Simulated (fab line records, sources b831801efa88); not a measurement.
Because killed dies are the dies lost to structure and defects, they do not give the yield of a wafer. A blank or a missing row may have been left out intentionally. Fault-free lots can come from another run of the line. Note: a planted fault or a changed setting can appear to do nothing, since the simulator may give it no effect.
Comparing a struck lot with a sound one | flow sfqLine | 14 steps out of a route of 325
Sound: these wafers, L621.1, L621.3, L621.5. Struck: wafer L631.6. (L631.2, L631.5 of the same lot were not struck and are left out.) The cause comes at the end.
For every step that has rows: the tool of each side, followed by ch and its chambers, followed by its first start. Under that, the readings that differ: sound wafers | struck wafers | difference of the means | sigmas: that difference in standard deviations of wafers without a fault.
alike: readings whose means differ by less than 2 such deviations, and words and numbers that are the same on both sides. not compared: withheld readings, readings that some wafer has no value for, bounds like >300 that may hide the same value, and numbers for which the record gives no deviation and whose values overlap.
A row with sigmas, a row that says differs or no value, or rows on one side alone: a step with any of these is where the two part. When numbers do not overlap yet have no deviation, they are printed without sigmas and do not part them. A reading that every wafer of one side lacks parts them only if that side has two wafers or more.

first, 2 steps without rows for these wafers: SFQ_TRILAYER_I1_VIA_STRIP_SOLV_CLEAN_054 (cleans in NMP, time 600 s); SFQ_TRILAYER_M2_DEP_PRE_CLEAN_056 (time 22.5 s).
SFQ_TRILAYER_M2_DEP_SPUTTER_055: material Nb, target thk 200 nm, time 133.3 s.
  sound: pvdSputter-05 at day 27 23:09; struck: pvdSputter-05 at day 30 17:43
  alike: throttleValvePct
SFQ_M2_RS_MEAS_914: the measuring method here is four-point-probe.
  sound: filmMetro-02 at day 27 23:14; struck: filmMetro-04 at day 30 17:50
  alike: M2_NB_RS
then, 6 steps without rows for these wafers: SFQ_TRILAYER_M2_LITHO_COAT_062 (resist thk 62 nm); SFQ_TRILAYER_M2_LITHO_COAT_057 (resist thk 600 nm); SFQ_TRILAYER_M2_LITHO_SOFTBAKE_061; SFQ_TRILAYER_M2_LITHO_EXPOSE_058 (exposes mask M2, target cd 500 nm); SFQ_TRILAYER_M2_LITHO_PEB_060 (peb time 60 s); SFQ_TRILAYER_M2_LITHO_DEVELOP_059 (time 60 s).
-- the record jumps here: 6 days lie between the struck wafers' starts before and after --
SFQ_M2_OVL_MEAS_916:
  sound: overlay-01 at day 34 00:47; struck: overlay-01 at day 36 19:49
  alike: M2_OVL
SFQ_TRILAYER_M2_BARC_OPEN_METAL_ETCH_077: etches BARC in O2, target depth 125 nm, time 41.7 s.
  sound on rieMetal-03 ch 0,1, day 34 00:49; struck on rieMetal-03 ch 1, day 36 19:50
reading                                            | sound           | struck | difference | sigmas
rfFwdPowerW (W)                                    | 595 591 592     | 494    | -99        | -33
model.KrF_of_TRILAYER_M2_LITHO_COAT_057.thkNm (nm) | 524.2 522 522.1 | 532.1  | +9.3       | 
  alike: drypumpMotorCurrentA, heBacksideLeakSccm, oesProductAu
  not compared: rfHoursCounterH
SFQ_TRILAYER_M2_ETCH_METAL_ETCH_060: etches Nb in Cl2/Ar, stops on SiO2, target depth 240 nm, time 120 s.
  sound on rieMetal-03 ch 0,1, day 34 00:52; struck on rieMetal-03 ch 1, day 36 19:54
reading                                            | sound             | struck | difference | sigmas
model.KrF_of_TRILAYER_M2_LITHO_COAT_057.thkNm (nm) | 383.9 382.2 382.3 | 390.2  | +7.4       | 
  alike: drypumpMotorCurrentA, heBacksideLeakSccm, oesProductAu, rfFwdPowerW
  not compared: rfHoursCounterH
SFQ_TRILAYER_M2_STRIP_STRIP_061: strips in O2.
  sound on rieMetal-03 ch 0,1, day 34 01:00; struck on rieMetal-03 ch 1, day 36 20:01
reading             | sound             | struck | difference | sigmas
oesProductAu (a.u.) | 0.977 0.979 0.989 | 1.002  | +0.020     | +2
  alike: drypumpMotorCurrentA, heBacksideLeakSccm
  not compared: rfHoursCounterH

## WHERE THEY PART
At SFQ_TRILAYER_M2_BARC_OPEN_METAL_ETCH_077 first; at SFQ_TRILAYER_M2_STRIP_STRIP_061 last (within this record only).

WHY: what the simulator had put in
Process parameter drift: rieMetal-03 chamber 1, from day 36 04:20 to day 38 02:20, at SFQ_TRILAYER_M2_BARC_OPEN_METAL_ETCH_077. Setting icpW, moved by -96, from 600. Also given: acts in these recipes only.
